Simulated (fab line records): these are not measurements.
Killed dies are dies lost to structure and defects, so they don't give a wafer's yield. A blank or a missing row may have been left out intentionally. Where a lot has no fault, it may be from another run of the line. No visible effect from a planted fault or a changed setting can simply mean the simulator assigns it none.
The tool behind it: which one?	flow sky130	11 lots with 33 wafers sampled at 6 steps, on a route of 708 steps

== WHAT THE GAUGES SHOWED, per wafer ==
SKY_LDD_HVN_OVL_MEAS_07. Usual: for LDD_HVN_OVL the level is 0.3 nm and the standard deviation is 1.6.
lot	measured	on	LDD_HVN_OVL (nm)	flag
L629	day 21 15:49	overlay-02	1.7 1.3 1.1	
L628	day 21 17:35	overlay-01	1.2 0.0 2.9	
L631	day 22 15:44	overlay-02	-0.4 0.1 0.4	
L632	day 22 21:48	overlay-01	-1.6 -0.8 -2.5	
L635	day 24 11:26	overlay-02	3.8 1.5 3.7	
L636	day 24 17:58	overlay-02	3.3 1.4 2.0	
L637	day 25 03:12	overlay-01	-3.5 -2.5 0.1	
L639	day 25 22:44	overlay-01	-0.9 -1.4 0.1	
L640	day 26 04:44	overlay-01	0.4 -0.7 -0.9	
L648	day 28 18:05	overlay-01	0.9 -1.1 0.1	
L649	day 28 19:26	overlay-01	-3.2 0.7 -0.5	

SKY_POLY_CUT_OVL_MEAS_09. Usual: for POLY_CUT_OVL the level is 3 nm and the standard deviation is 5.6.
lot	measured	on	POLY_CUT_OVL (nm)	flag
L629	day 25 16:32	overlay-02	1 -13 -5	
L628	day 25 17:27	overlay-01	2 -1 6	
L631	day 26 14:20	overlay-01	4 8 11	
L632	day 26 21:36	overlay-01	-8 1 -2	
L635	day 28 12:02	overlay-02	3 2 3	
L636	day 28 17:44	overlay-02	10 3 4	
L637	day 29 03:05	overlay-02	9 5 8	
L639	day 29 21:08	overlay-01	6 7 5	
L640	day 30 03:32	overlay-01	-2 1 1	
L648	day 32 15:29	overlay-02	2 1 8	
L649	day 32 18:17	overlay-01	4 8 9	

SKY_LOCAL_INTERCONNECT_RS_MEAS_01: uses a four-point probe to measure. Usual: for LOCAL_INTERCONNECT_TIN_RS the level is 14.18 ohm/sq and the standard deviation is 0.17.
lot	measured	on	LOCAL_INTERCONNECT_TIN_RS (ohm/sq)	flag
L629	day 30 22:42	filmMetro-02	14.25 14.18 14.13	
L628	day 30 23:17	filmMetro-03	14.07 14.28 13.96	
L631	day 31 20:47	filmMetro-04	14.07 14.16 13.90	
L632	day 32 02:17	filmMetro-04	14.28 14.10 14.29	
L635	day 33 17:01	filmMetro-04	14.06 14.29 14.21	
L636	day 33 22:17	filmMetro-02	14.17 14.06 14.18	
L637	day 34 05:25	filmMetro-02	14.23 14.11 14.05	
L639	day 34 22:42	filmMetro-04	14.45 14.35 14.58	
L640	day 35 05:12	filmMetro-04	14.04 14.07 13.65	
L648	day 37 07:38	filmMetro-02	13.89 14.05 13.87	
L649	day 37 09:47	filmMetro-02	14.19 14.33 14.29	

SKY_LOCAL_INTERCONNECT_THK_MEAS_02: measures by xrf. Usual: for LOCAL_INTERCONNECT_TIN_THK the level is 99.4 nm and the standard deviation is 1.1.
lot	measured	on	LOCAL_INTERCONNECT_TIN_THK (nm)	flag
L629	day 30 22:48	filmMetro-02	99.0 99.4 99.2	
L628	day 30 23:24	filmMetro-03	99.0 97.8 99.8	
L631	day 31 20:54	filmMetro-04	99.4 98.5 101.4	
L632	day 32 02:23	filmMetro-04	98.8 99.8 98.6	
L635	day 33 17:07	filmMetro-04	100.5 98.7 99.3	
L636	day 33 22:23	filmMetro-02	100.2 100.9 99.7	
L637	day 34 05:32	filmMetro-02	99.4 100.2 100.4	
L639	day 34 22:49	filmMetro-04	97.9 98.6 97.3	
L640	day 35 05:18	filmMetro-04	100.5 99.8 103.3	
L648	day 37 07:43	filmMetro-02	101.5 100.8 102.0	
L649	day 37 09:54	filmMetro-02	99.6 99.1 99.4	

== WHICH TOOL RAN EACH LOT (tool, then ch and the chambers of the sampled wafers, then the start) ==
lot	SKY_SPACER_ETCHBACK_02	SKY_LOCAL_INTERCONNECT_SPUTTER_00
L629	rieDiel-04 ch 0,2,3, day 24 09:14	pvdSputter-02, day 30 22:36
L628	rieDiel-02 ch 1,2,3, day 24 10:28	pvdSputter-03, day 30 23:13
L631	rieDiel-03 ch 0,1, day 25 08:29	pvdSputter-04, day 31 20:43
L632	rieDiel-04 ch 0,1, day 25 14:52	pvdSputter-03, day 32 02:10
L635	rieDiel-04 ch 1,3, day 27 05:02	pvdSputter-03, day 33 16:55
L636	rieDiel-04 ch 2,3, day 27 11:02	pvdSputter-03, day 33 22:10
L637	rieDiel-02 ch 0,2,3, day 27 20:11	pvdSputter-03, day 34 05:20
L639	rieDiel-03 ch 0,1,3, day 28 14:25	pvdSputter-02, day 34 22:38
L640	rieDiel-04 ch 2,3, day 28 21:16	pvdSputter-03, day 35 05:06
L648	rieDiel-04 ch 0,1, day 31 08:51	pvdSputter-04, day 37 07:30
L649	rieDiel-02 ch 2,3, day 31 10:39	pvdSputter-02, day 37 09:43
- SKY_SPACER_ETCHBACK_02: etches Si3N4 in CH3F/O2, stops on SiO2, time 46.7 s, target depth 45 nm.
- SKY_LOCAL_INTERCONNECT_SPUTTER_00: material TiN, target thk 100 nm, time 83.3 s.

== AS READ BY THE TOOLS THEMSELVES (means over the sampled wafers that have a number; for cases with no such wafer, the mark the record gives instead) ==
SKY_SPACER_ETCHBACK_02. Usual: biasW 80.05 W, standard deviation 0.24; drypumpMotorCurrentA 5.8 A, standard deviation 0.59; oesProductAu 0.856 a.u., standard deviation 0.0065; throttleValvePct 10.562 %, standard deviation 0.0081.
lot	tool	biasW (W)	drypumpMotorCurrentA (A)	oesProductAu (a.u.)	throttleValvePct (%)	flag
L629	rieDiel-04	80.11	6.1	0.858	10.565	
L628	rieDiel-02	80.05	5.8	0.865	10.553	
L631	rieDiel-03	80.11	5.8	0.856	10.564	
L632	rieDiel-04	80.19	6.5	0.857	10.569	
L635	rieDiel-04	80.09	6.0	0.858	10.564	
L636	rieDiel-04	80.06	5.4	0.851	10.560	
L637	rieDiel-02	80.09	5.7	0.859	10.565	
L639	rieDiel-03	80.32	5.5	0.845	10.566	
L640	rieDiel-04	80.06	6.0	0.862	10.567	
L648	rieDiel-04	80.03	6.6	0.847	10.568	
L649	rieDiel-02	80.21	5.7	0.867	10.561	

SKY_LOCAL_INTERCONNECT_SPUTTER_00. Usual: throttleValvePct 29.3 %, standard deviation 0.87.
lot	tool	throttleValvePct (%)	flag
L629	pvdSputter-02	29.4	
L628	pvdSputter-03	29.2	
L631	pvdSputter-04	29.3	
L632	pvdSputter-03	29.8	
L635	pvdSputter-03	28.6	
L636	pvdSputter-03	29.4	
L637	pvdSputter-03	28.7	
L639	pvdSputter-02	29.2	
L640	pvdSputter-03	28.6	
L648	pvdSputter-04	29.5	
L649	pvdSputter-02	30.2	

== THE ANSWER, worked out from the rows above alone ==
Rule: a lot is off if the mean of its wafers that have a number lies more than 3 standard deviations from the usual mean. Also off: a lot with no number at a reading for which 4 or more lots have one. All remaining lots with rows at the step are treated as sound. After the gauges, taken in route order, come the tools' own readings; for these a lot's mean is taken, as printed above. At the first step where some lot is off, the reading lying furthest off is the one used; lots without a number count as furthest.
Nothing can be told from this: no lot is off at any reading shown.

== WHAT WAS PUT IN BY THE SIMULATOR ==
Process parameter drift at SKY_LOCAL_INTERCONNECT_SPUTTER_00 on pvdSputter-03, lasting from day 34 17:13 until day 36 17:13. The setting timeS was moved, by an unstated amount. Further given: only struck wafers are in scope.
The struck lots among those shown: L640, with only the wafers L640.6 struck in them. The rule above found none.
